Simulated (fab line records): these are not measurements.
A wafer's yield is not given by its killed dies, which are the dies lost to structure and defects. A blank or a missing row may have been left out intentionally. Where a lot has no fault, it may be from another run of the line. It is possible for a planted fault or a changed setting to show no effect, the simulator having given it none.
Chamber matching + flow sky130 + SKY_VIA4_ETCH_12 on rieDiel-02 has 4 sister chambers
The step etches SiO2 in C4F8/O2/Ar, stops on TiN, target depth 580 nm. 8 wafers are shown with their chamber, then 8 later ones without.

WAFERS WITH THEIR CHAMBER
| wafer  | chamber | oesProductAu (a.u.) |
|--------|---------|---------------------|
| L077.5 | 1       | 0.933               |
| L082.1 | 3       | 0.927               |
| L082.4 | 1       | 0.927               |
| L084.3 | 2       | 0.923               |
| L086.2 | 0       | 0.932               |
| L086.3 | 2       | 0.927               |
| L086.6 | 0       | 0.923               |
| L094.2 | 3       | 0.926               |

WAFERS WITHOUT THEIR CHAMBER
| wafer  | oesProductAu (a.u.) |
|--------|---------------------|
| L094.4 | 0.936               |
| L094.6 | 0.916               |
| L096.1 | 0.927               |
| L096.4 | 0.926               |
| L096.5 | 0.926               |
| L097.1 | 0.929               |
| L097.2 | 0.915               |
| L097.4 | 0.923               |

WHICH CHAMBER EACH ONE RAN IN
| wafer  | from the rows above               | in truth |
|--------|-----------------------------------|----------|
| L094.4 | can't be placed: 1 or 0 or 3 or 2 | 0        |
| L094.6 | can't be placed: 2 or 3 or 0 or 1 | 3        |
| L096.1 | can't be placed: 0 or 3 or 2 or 1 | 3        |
| L096.4 | can't be placed: 3 or 2 or 0 or 1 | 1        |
| L096.5 | can't be placed: 3 or 2 or 0 or 1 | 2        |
| L097.1 | can't be placed: 1 or 0 or 3 or 2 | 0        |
| L097.2 | can't be placed: 2 or 3 or 0 or 1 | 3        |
| L097.4 | can't be placed: 2 or 3 or 0 or 1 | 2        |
Correct placement for 0 of the 8. Can't be placed from these rows: 8 (the true chamber is among the candidates in 8). 0 placed wrongly.
How it was worked out, from the rows above alone: a wafer's distance from a chamber is the root of the sum, over the readings, of the square of ((its reading less the chamber's mean) divided by the reading's scatter). The wafer belongs to the nearest chamber; if the next one is less than 2 further off, it can't be placed. Each chamber's mean is taken over the wafers shown for it. The scatter: the root of (the sum of the squares of (reading less its chamber's mean) over the shown wafers, divided by (wafers less chambers)).
